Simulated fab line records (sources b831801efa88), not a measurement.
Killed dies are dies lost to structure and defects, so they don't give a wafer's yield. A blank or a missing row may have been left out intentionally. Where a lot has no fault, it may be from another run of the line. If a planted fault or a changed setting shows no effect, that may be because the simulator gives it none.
A lot that was struck, set against a sound lot | flow sky130 | 15 steps out of a route of 708
Sound: wafers L493.1, L493.2, L493.4. The struck wafers were L499.2, L499.4, L499.6. The cause comes at the end.
At each step with rows: each side's tool, then ch and its chambers, then its first start. Under that, the readings that differ: sound wafers | struck wafers | difference of the means | sigmas: that difference in standard deviations of wafers without a fault.
alike: same words and numbers on both sides, and readings whose means sit less than 2 such deviations apart. not compared: any withheld reading, any reading some wafer has no value for, any bound like >300 that may hide the same value, and any number with overlapping values for which the record gives no deviation.
A row with sigmas, a row that says differs or no value, or rows on one side alone: a step with any of these is where the two part. Non-overlapping numbers with no deviation appear without sigmas and do not part them. A reading that every wafer of one side lacks parts them only if that side has two wafers or more.

SKY_PAD_OPEN_DEHYDRATE_00: time 61.49 s.
  sound on litho track-01 ch 0, day 45 18:25; struck on litho track-02 ch 0, day 47 11:19
  reading                | sound             | struck            | difference | sigmas
  resist line temp C (C) | 23.16 23.01 23.01 | 22.75 22.78 22.99 | -0.22      | -2
  alike: dehydrate temp c, plate sensor t centre C, plate sensor t edge C
then, 6 steps without rows for these wafers: SKY_PAD_OPEN_HMDS_01 (prime time 60 s); SKY_PAD_OPEN_COAT_02 (resist thk 3000 nm); SKY_PAD_OPEN_SOFTBAKE_03; SKY_PAD_OPEN_EXPOSE_04 (exposes mask PDM, target cd 60000 nm); SKY_PAD_OPEN_PEB_05; SKY_PAD_OPEN_DEVELOP_06 (develop time 60 s).
SKY_PAD_OPEN_ETCH_07: etches the open film in CF4/O2, stops on AlCu, target depth 725 nm, time 161.1 s.
  sound on rie diel-01 ch 1,2,3, day 46 05:23; struck on rie diel-04 ch 0,1, day 47 21:19
  alike: drypump motor current A, oes product au, throttle valve pct
  not compared: rf hours counter h
SKY_PAD_OPEN_STRIP_08: strips in O2/N2.
  sound on plasma asher-04 ch 0,1, day 46 05:29; struck on plasma asher-04 ch 0,1, day 47 21:25
  alike: drypump motor current A, o2 flow sccm, oes product au
  not compared: rf hours counter h
then, 3 steps without rows for these wafers: SKY_PAD_OPEN_STRIP_09 (strips in post etch residue remover, time 1200 s); SKY_PAD_OPEN_CLEAN_10 (cleans in IPA, time 180 s); SKY_PAD_OPEN_CLEAN_11 (cleans in O3/DIW).
SKY_PAD_OPEN_ANNEAL_12:
  sound on furnace-02 ch 0, day 46 06:05; struck on furnace-02 ch 0, day 47 22:04
  reading                | sound                | struck               | difference | sigmas
  spike tc bottom C (C)  | 432 432 432          | 453 453 453          | +21        | +7
  spike tc centre C (C)  | 400.8 399.1 399.9    | 420.8 421.5 421.9    | +21.5      | +15
  spike tc lower C (C)   | 401.1 400.2 402.9    | 422.0 423.2 422.8    | +21.3      | +21
  spike tc top C (C)     | 429.5 431.8 428.0    | 450.7 449.5 450.4    | +20.4      | +16
  spike tc upper C (C)   | 396.9 400.5 398.6    | 421.3 420.8 420.8    | +22.3      | +19
  tube center temp C (C) | 400.03 400.01 399.93 | 421.51 421.53 421.58 | +21.55     | +99 or more
  tube_center_temp_C_max | 400.91 401.02 400.90 | 422.59 422.71 422.69 | +21.72     | +99 or more
SKY_PAD_OPEN_BOW_MEAS_13:
  struck on film metro-03, day 47 23:35; sound on film metro-02, day 46 07:35
  alike: PAD_OPEN_BOW
SKY_PAD_OPEN_PROBE_99:
  struck on prober-01, day 47 23:44; sound on prober-01, day 46 07:42
  alike: defect limited yield, killed_at_M0_to_M3, killed_at_M4_up, killed at contacts, killed at front end, killed at other, killed dies, killed open, killed short, sort_bin_3_pad_short, sort_bin_5_function, sort_bin_6_memory, sort n pass, sort yield pct

## WHERE THEY PART
Earliest at SKY_PAD_OPEN_DEHYDRATE_00; latest, in this record, at SKY_PAD_OPEN_ANNEAL_12. Later steps at which nothing parts them and some readings are alike: SKY_PAD_OPEN_BOW_MEAS_13, SKY_PAD_OPEN_PROBE_99.

WHY: what had been put in by the simulator
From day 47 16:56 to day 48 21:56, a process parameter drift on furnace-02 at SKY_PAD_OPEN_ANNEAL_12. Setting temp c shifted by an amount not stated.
